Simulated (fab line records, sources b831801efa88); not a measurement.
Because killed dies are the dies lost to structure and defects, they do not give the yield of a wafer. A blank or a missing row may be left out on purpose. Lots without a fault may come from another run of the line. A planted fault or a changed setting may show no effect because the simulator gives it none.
Which tool is to blame? | flow sky130 | 11 lots with 32 wafers sampled at 6 steps, on a route of 708 steps

== WHAT THE GAUGES SHOWED, per wafer ==
SKY_SD_N_RS_MEAS_16: measures by four-point-probe. Usual: SD_N_RS 68.60 ohm/sq, standard deviation 0.12.
lot  | measured     | on            | SD_N_RS (ohm/sq)  | flag
L890 | day 28 21:10 | film-metro-02 | 68.83 68.62 68.62 |
L888 | day 29 00:38 | film-metro-03 | 68.64 68.52 68.58 |
L892 | day 29 09:16 | film-metro-02 | 68.58 68.64 68.62 |
L897 | day 31 05:10 | film-metro-03 | 66.50 66.64 66.64 | OFF
L899 | day 31 16:14 | film-metro-02 | 66.20 66.46 66.43 | OFF
L907 | day 35 02:21 | film-metro-03 | 68.63 68.63 68.72 |
L908 | day 35 03:22 | film-metro-02 | 68.57 68.72 68.72 |
L905 | day 35 03:58 | film-metro-02 | 68.36 68.52 68.39 |
L906 | day 35 06:16 | film-metro-02 | 68.64 68.61       |
L910 | day 35 06:40 | film-metro-04 | 68.56 68.53 68.52 |
L911 | day 35 14:34 | film-metro-04 | 68.37 68.54 68.42 |

SKY_SD_N_RS_MEAS_18: measures by four-point-probe. Usual: RES_XHIGH_RS 333.7 ohm/sq, standard deviation 1.2.
lot  | measured     | on            | RES_XHIGH_RS (ohm/sq) | flag
L890 | day 28 21:25 | film-metro-02 | 333.4 331.9 333.2     |
L888 | day 29 00:52 | film-metro-03 | 333.8 333.5 334.6     |
L892 | day 29 09:30 | film-metro-02 | 332.3 333.7 332.3     |
L897 | day 31 05:24 | film-metro-03 | 332.2 333.7 332.4     |
L899 | day 31 16:29 | film-metro-02 | 334.2 334.3 333.9     |
L907 | day 35 02:35 | film-metro-03 | 334.5 333.3 333.1     |
L908 | day 35 03:37 | film-metro-02 | 334.3 335.0 333.8     |
L905 | day 35 04:13 | film-metro-02 | 334.2 335.4 335.3     |
L906 | day 35 06:30 | film-metro-02 | 331.3 332.4           |
L910 | day 35 06:54 | film-metro-04 | 333.0 333.0 333.2     |
L911 | day 35 14:48 | film-metro-04 | 331.2 333.5 332.5     |

SKY_CONTACT_BOW_MEAS_05. Usual: CONTACT_BOW 83 um, standard deviation 6.5.
lot  | measured     | on            | CONTACT_BOW (um) | flag
L890 | day 31 10:25 | film-metro-01 | 89 84 83         |
L888 | day 31 12:26 | film-metro-03 | 77 85 83         |
L892 | day 31 19:44 | film-metro-03 | 88 79 84         |
L897 | day 33 15:43 | film-metro-01 | 94 76 72         |
L899 | day 34 01:19 | film-metro-02 | 85 88 80         |
L907 | day 37 09:01 | film-metro-03 | 84 77 87         |
L908 | day 37 10:55 | film-metro-01 | 85 81 74         |
L905 | day 37 11:26 | film-metro-02 | 93 77 82         |
L906 | day 37 13:50 | film-metro-01 | 85 70            |
L910 | day 37 14:31 | film-metro-01 | 95 93 92         |
L911 | day 37 20:34 | film-metro-03 | 77 86 87         |

== WHICH TOOL RAN EACH LOT (tool, then ch and the chambers of the sampled wafers, then the start) ==
lot  | SKY_POLY_CUT_ETCH_11               | SKY_SD_N_IMPLANT_09             | SKY_SD_N_STRIP_11
L890 | rie-diel-02 ch 0,1,2, day 25 05:08 | implanter-01 ch 0, day 28 20:29 | plasma-asher-01 ch 0,1, day 28 20:45
L888 | rie-diel-02 ch 1,2,3, day 25 09:13 | implanter-03 ch 0, day 28 23:56 | plasma-asher-04 ch 0,1, day 29 00:13
L892 | rie-diel-04 ch 0,1,2, day 25 19:13 | implanter-03 ch 0, day 29 08:35 | plasma-asher-02 ch 0,1, day 29 08:53
L897 | rie-diel-02 ch 1,2,3, day 27 15:55 | implanter-03 ch 0, day 31 04:29 | plasma-asher-02 ch 0,1, day 31 04:45
L899 | rie-diel-01 ch 0,1, day 28 02:35   | implanter-03 ch 0, day 31 15:33 | plasma-asher-01 ch 0,1, day 31 15:50
L907 | rie-diel-01 ch 0,3, day 31 17:59   | implanter-02 ch 0, day 35 01:40 | plasma-asher-04 ch 0,1, day 35 01:58
L908 | rie-diel-04 ch 0,1,2, day 31 18:43 | implanter-02 ch 0, day 35 02:41 | plasma-asher-02 ch 0,1, day 35 02:58
L905 | rie-diel-02 ch 0,1,3, day 31 19:22 | implanter-03 ch 0, day 35 03:17 | plasma-asher-04 ch 0,1, day 35 03:35
L906 | rie-diel-04 ch 0,1, day 31 20:56   | implanter-03 ch 0, day 35 05:35 | plasma-asher-04 ch 1, day 35 05:51
L910 | rie-diel-02 ch 1,2, day 31 21:46   | implanter-02 ch 0, day 35 05:59 | plasma-asher-04 ch 0,1, day 35 06:17
L911 | rie-diel-01 ch 0,1,2, day 32 06:58 | implanter-03 ch 0, day 35 13:53 | plasma-asher-04 ch 0,1, day 35 14:11
- SKY_POLY_CUT_ETCH_11: etches Si3N4 in CF4/CH2F2/Ar, stops on poly-Si, time 42.5 s, target depth 60 nm.
- SKY_SD_N_IMPLANT_09
- SKY_SD_N_STRIP_11: strips in O2/N2.

== AS READ BY THE TOOLS THEMSELVES (means over the sampled wafers that have a number; for cases with no such wafer, the mark the record gives instead) ==
SKY_POLY_CUT_ETCH_11. Usual: drypump-motor-current-A 5.8 A, standard deviation 0.49; oes-product-au 0.830 a.u., standard deviation 0.0066; throttle-valve-pct 14.994 %, standard deviation 0.009.
lot  | tool        | drypump-motor-current-A (A) | oes-product-au (a.u.) | throttle-valve-pct (%) | flag
L890 | rie-diel-02 | 6.2                         | 0.827                 | 14.983                 |
L888 | rie-diel-02 | 6.3                         | 0.839                 | 15.000                 |
L892 | rie-diel-04 | 5.5                         | 0.837                 | 14.995                 |
L897 | rie-diel-02 | 6.3                         | 0.824                 | 14.995                 |
L899 | rie-diel-01 | 6.0                         | 0.829                 | 15.001                 |
L907 | rie-diel-01 | 5.9                         | 0.834                 | 14.990                 |
L908 | rie-diel-04 | 5.5                         | 0.828                 | 14.986                 |
L905 | rie-diel-02 | 6.0                         | 0.826                 | 14.987                 |
L906 | rie-diel-04 | 5.4                         | 0.837                 | 14.987                 |
L910 | rie-diel-02 | 6.4                         | 0.821                 | 14.990                 |
L911 | rie-diel-01 | 5.6                         | 0.839                 | 14.995                 |

SKY_SD_N_IMPLANT_09. Usual: beam-energy-keV at 50.004, with a standard deviation of 0.016.
lot  | tool         | beam-energy-keV | flag
L890 | implanter-01 | 50.000          |
L888 | implanter-03 | 50.024          |
L892 | implanter-03 | 50.015          |
L897 | implanter-03 | 53.166          | OFF
L899 | implanter-03 | 53.181          | OFF
L907 | implanter-02 | 49.997          |
L908 | implanter-02 | 50.010          |
L905 | implanter-03 | 50.006          |
L906 | implanter-03 | 49.997          |
L910 | implanter-02 | 50.019          |
L911 | implanter-03 | 50.003          |

SKY_SD_N_STRIP_11. Usual: drypump-motor-current-A 5.8 A, standard deviation 0.55; oes-product-au 0.527 a.u., standard deviation 0.005; strip-time-to-endpoint-s 22.57 s, standard deviation 0.047.
lot  | tool            | drypump-motor-current-A (A) | oes-product-au (a.u.) | strip-time-to-endpoint-s (s) | flag
L890 | plasma-asher-01 | 5.8                         | 0.529                 | 22.61                        |
L888 | plasma-asher-04 | 5.9                         | 0.528                 | 22.60                        |
L892 | plasma-asher-02 | 5.1                         | 0.528                 | 22.54                        |
L897 | plasma-asher-02 | 5.1                         | 0.515                 | 23.07                        | OFF
L899 | plasma-asher-01 | 6.2                         | 0.522                 | 23.05                        | OFF
L907 | plasma-asher-04 | 5.9                         | 0.526                 | 22.53                        |
L908 | plasma-asher-02 | 5.1                         | 0.528                 | 22.57                        |
L905 | plasma-asher-04 | 6.0                         | 0.529                 | 22.63                        |
L906 | plasma-asher-04 | 6.1                         | 0.528                 | 22.56                        |
L910 | plasma-asher-04 | 6.0                         | 0.526                 | 22.51                        |
L911 | plasma-asher-04 | 5.9                         | 0.525                 | 22.58                        |

== THE ANSWER, worked out from the rows above alone ==
Rule: take the mean of a lot's wafers that have a number; if it is more than 3 standard deviations from the usual mean, the lot is off. Also off: a lot with no number at a reading for which 4 or more lots have one. Where the step has rows for the other lots, those lots are counted as sound. First the gauges in route order, then the tools' own readings, where a lot's mean is used as printed above. The first step at which some lot is off is used, and at that step the reading that is off furthest; a lot without a number counts as furthest.
Off: L897, L899, seen at SKY_SD_N_RS_MEAS_16 (SD_N_RS).
A tool fits if, at a process step before that reading, it ran every lot that is off, and no sound lot after the first of them. Not tried: the gauges at SKY_SD_N_RS_MEAS_16; whatever is off there is also off at SKY_SD_N_IMPLANT_09, on other tools, and gauge error can't account for it. No candidate that was tried fits.

== WHAT HAD BEEN PUT IN BY THE SIMULATOR ==
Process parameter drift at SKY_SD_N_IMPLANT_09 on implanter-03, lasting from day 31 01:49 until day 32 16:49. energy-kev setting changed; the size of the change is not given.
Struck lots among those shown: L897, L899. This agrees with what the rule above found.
